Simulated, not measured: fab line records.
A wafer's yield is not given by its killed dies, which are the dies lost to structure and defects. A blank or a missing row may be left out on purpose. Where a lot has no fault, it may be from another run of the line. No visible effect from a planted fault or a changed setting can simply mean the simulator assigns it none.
Chamber matching | flow sky130 | SKY_VIA3_CMP_24 on cmp-02 has 4 sister chambers
The step polishes, stops on SiO2, t overpolish 20 s, target thk 0 nm. 4 wafers are shown with their chamber, then 7 later ones without.

== WAFERS, EACH WITH ITS CHAMBER ==
wafer  | chamber | motorCurrentA (A)
L322.2 | 3       | 9.6
L322.3 | 0       | 10.7
L321.5 | 2       | 10.5
L321.6 | 1       | 13.2

== WAFERS WITHOUT THEIR CHAMBER ==
wafer  | motorCurrentA (A)
L330.1 | 12.7
L330.2 | 10.7
L330.5 | 10.7
L331.3 | 10.9
L331.6 | 12.7
L332.4 | 9.3
L332.5 | 12.8

== EACH ONE'S CHAMBER ==
wafer  | from the rows above     | in truth
L330.1 | 1                       | 1
L330.2 | can't be placed: 0 or 2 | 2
L330.5 | can't be placed: 0 or 2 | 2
L331.3 | can't be placed: 0 or 2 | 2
L331.6 | 1                       | 1
L332.4 | 3                       | 3
L332.5 | 1                       | 1
4 of 7 placed correctly. These rows do not allow placing 3 (true chamber among the candidates in 3). 0 placed wrongly.
How it was worked out, from the rows above alone: a wafer's distance from a chamber is the root of the sum, over the readings, of the square of ((its reading less the chamber's mean) divided by the reading's scatter). If the next closest chamber is less than 2 further off than the closest, the wafer can't be placed; otherwise it belongs to the closest. The mean given for a chamber averages the wafers shown for that chamber. The scatter: with one shown wafer a chamber, the root of the mean of the squares of how far each hidden wafer lies from its nearest shown one.
